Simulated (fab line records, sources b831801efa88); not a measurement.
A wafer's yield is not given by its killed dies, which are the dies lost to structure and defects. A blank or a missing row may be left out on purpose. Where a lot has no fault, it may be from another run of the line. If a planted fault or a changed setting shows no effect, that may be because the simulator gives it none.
The tool behind it: which one?	flow sky130	14 lots, 42 wafers sampled, at 3 steps of a route of 708

## WHAT EACH GAUGE READ, for each wafer
SKY_LI_CONTACT_OVL_MEAS_13. Usual: for LI_CONTACT_OVL the level is 3 nm and the standard deviation is 5.7.
lot	measured	on	LI_CONTACT_OVL (nm)	flag
L318	day 29 08:37	overlay-02	-6 -2 -6	
L317	day 29 09:33	overlay-01	11 11 12	
L319	day 29 22:36	overlay-01	17 -1 2	
L320	day 30 03:12	overlay-01	5 2 5	
L322	day 31 11:44	overlay-01	7 11 2	
L325	day 31 21:19	overlay-01	-5 -12 -17	
L326	day 32 07:44	overlay-01	1 -1 -4	
L328	day 32 22:52	overlay-02	14 3 5	
L331	day 33 22:17	overlay-02	-3 2 1	
L332	day 34 04:37	overlay-02	1 2 -4	
L333	day 34 12:08	overlay-01	4 7 0	
L338	day 35 23:17	overlay-02	6 11 3	
L339	day 36 05:11	overlay-01	0 3 2	
L340	day 36 12:38	overlay-02	11 9 14	

SKY_LI_CONTACT_THK_MEAS_23: measures by xrf. Usual: for LI_CONTACT_W_THK the level is 394 nm and the standard deviation is 7.6.
lot	measured	on	LI_CONTACT_W_THK (nm)	flag
L318	day 29 09:28	filmMetro-01	400 400 400	
L317	day 29 10:24	filmMetro-02	384 392 391	
L319	day 29 23:26	filmMetro-01	410 407 411	
L320	day 30 04:03	filmMetro-03	382 385 385	
L322	day 31 12:46	filmMetro-03	385 391 388	
L325	day 31 22:10	filmMetro-03	390 390 384	
L326	day 32 08:35	filmMetro-03	394 397 391	
L328	day 32 23:43	filmMetro-02	395 393 393	
L331	day 33 23:08	filmMetro-03	389 389 389	
L332	day 34 05:27	filmMetro-02	397 391 394	
L333	day 34 12:59	filmMetro-02	398 401 397	
L338	day 36 00:08	filmMetro-03	386 385 390	
L339	day 36 06:01	filmMetro-02	389 394 389	
L340	day 36 13:28	filmMetro-03	389 385 386	

## WHICH TOOL RAN EACH LOT (tool, then ch and the chambers of the sampled wafers, then the start)
lot	SKY_LI_CONTACT_CVD_21
L318	cvdW-02 ch 0,1, day 29 09:12
L317	cvdW-02 ch 0,1, day 29 10:09
L319	cvdW-02 ch 0,1, day 29 23:11
L320	cvdW-01 ch 0, day 30 03:48
L322	cvdW-01 ch 0,1, day 31 12:32
L325	cvdW-02 ch 0,1, day 31 21:54
L326	cvdW-02 ch 0,1, day 32 08:20
L328	cvdW-01 ch 0,1, day 32 23:28
L331	cvdW-02 ch 0,1, day 33 22:52
L332	cvdW-01 ch 0,1, day 34 05:12
L333	cvdW-02 ch 0,1, day 34 12:46
L338	cvdW-02 ch 0,1, day 35 23:55
L339	cvdW-01 ch 0,1, day 36 05:46
L340	cvdW-02 ch 0,1, day 36 13:13
- SKY_LI_CONTACT_CVD_21: deposits W, target thk 400 nm, time 120.56 s.

## AS READ BY THE TOOLS THEMSELVES (means over the sampled wafers that have a number; for cases with no such wafer, the mark the record gives instead)
SKY_LI_CONTACT_CVD_21. Usual: heaterPowerW at 870 W, with a standard deviation of 91.
lot	tool	heaterPowerW (W)	flag
L318	cvdW-02	818	
L317	cvdW-02	833	
L319	cvdW-02	814	
L320	cvdW-01	807	
L322	cvdW-01	887	
L325	cvdW-02	822	
L326	cvdW-02	834	
L328	cvdW-01	888	
L331	cvdW-02	822	
L332	cvdW-01	970	
L333	cvdW-02	822	
L338	cvdW-02	831	
L339	cvdW-01	983	
L340	cvdW-02	827	

## THE ANSWER, worked out from the rows above alone
Rule: lot off if the mean of its wafers having a number is beyond 3 standard deviations from the usual mean. Also off: a lot with no number at a reading for which 4 or more lots have one. Any other lot the step has rows for is counted as sound. First the gauges in route order, then the tools' own readings, where a lot's mean is used as printed above. The first step at which some lot is off is used, and at that step the reading that is off furthest; a lot without a number counts as furthest.
Nothing can be told from this: no lot is off at any reading shown.

## WHAT WAS PUT IN BY THE SIMULATOR
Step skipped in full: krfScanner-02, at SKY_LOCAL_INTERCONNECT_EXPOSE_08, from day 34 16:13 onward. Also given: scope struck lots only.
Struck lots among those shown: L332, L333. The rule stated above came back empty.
